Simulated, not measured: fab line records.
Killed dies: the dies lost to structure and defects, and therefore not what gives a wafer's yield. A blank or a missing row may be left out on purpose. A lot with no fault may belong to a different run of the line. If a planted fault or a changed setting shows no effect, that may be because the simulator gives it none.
2 desks, one fault || flow sky130 || each desk has only its own numbers; what lay behind them comes last

== THE TOOL OWNER'S DESK: litho track-02 ==
Per lot that ran on this tool, the mean of the sampled wafers carrying a number, from the tool's own readings at SKY_SONOS_ONO_SOFTBAKE_09 (time 60 s). Any lot whose mean is over 4 standard deviations away from the usual mean is out of limits and marked OUT; that distance is given in the brackets.
Columns: A = heater power total W at SKY_SONOS_ONO_SOFTBAKE_09, usual 56.60 W; B = plate temp C at SKY_SONOS_ONO_SOFTBAKE_09, usual 89.99 C
{"lot": "L331", "first seen here": "day 12 01:00", "A": 56.58, "B": 90.14}
{"lot": "L334", "first seen here": "day 13 05:13", "A": 56.57, "B": 89.82}
{"lot": "L342", "first seen here": "day 15 20:40", "A": "59.12 (+59) OUT", "B": "93.06 (+24) OUT"}
{"lot": "L343", "first seen here": "day 16 21:28", "A": "59.09 (+58) OUT", "B": "92.79 (+22) OUT"}
{"lot": "L348", "first seen here": "day 19 08:48", "A": 56.59, "B": 89.93}
{"lot": "L349", "first seen here": "day 19 13:55", "A": 56.57, "B": 89.89}
{"lot": "L353", "first seen here": "day 20 16:49", "A": 56.58, "B": 89.79}
This desk finds L342, L343 out of limits, L342 being first, at day 15 20:40 (heater power total W at SKY_SONOS_ONO_SOFTBAKE_09). Within limits: L331, L334, L348, L349, L353.

== METROLOGY DESK ==
What the gauges read for every lot (on any tool): the sampled wafers with a number, averaged. Any lot whose mean is over 4 standard deviations away from the usual mean is out of limits and marked OUT; that distance is given in the brackets.
Columns: A = DNWELL_TW at SKY_DNWELL_TW_MEAS_09, usual 1108; B = NWELL_2_TW at SKY_NWELL_TW_MEAS_26, usual 494
{"lot": "L331", "first seen here": "day 3 09:09", "A": 1108, "B": 491}
{"lot": "L334", "first seen here": "day 4 02:44", "A": 1113, "B": 500}
{"lot": "L342", "first seen here": "day 5 20:26", "A": 1111, "B": 495}
{"lot": "L343", "first seen here": "day 6 12:47", "A": 1117, "B": 498}
{"lot": "L345", "first seen here": "day 7 03:45", "A": 1101, "B": 495}
{"lot": "L347", "first seen here": "day 7 15:08", "A": 1105, "B": 491}
{"lot": "L348", "first seen here": "day 7 23:48", "A": 1109, "B": 491}
{"lot": "L349", "first seen here": "day 8 00:08", "A": 1110, "B": 489}
{"lot": "L350", "first seen here": "day 8 09:20", "A": 1092, "B": 499}
{"lot": "L353", "first seen here": "day 9 01:11", "A": 1111, "B": 492}
{"lot": "L352", "first seen here": "day 9 01:34", "A": 1116, "B": 492}
Result from this desk: across the 11 lots, nothing is out of limits.

== ALL TOGETHER ==
An alarm could have come from the tool owner's desk at day 15 20:40, on L342, L343.
At the metrology desk, nothing out of limits was observed.
The metrology desk holds a record of L342, L343, inside its limits.
Every lot named ran SKY_SONOS_ONO_SOFTBAKE_09 on litho track-02.

== WHAT THE SIMULATOR HAD PUT IN ==
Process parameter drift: litho track-02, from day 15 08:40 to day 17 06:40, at SKY_SONOS_ONO_SOFTBAKE_09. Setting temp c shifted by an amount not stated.
Shown lots that were struck: L342, L343.
How many hours passed from the start of the fault until each desk's first out-of-limits reading: the tool owner's desk, 12.
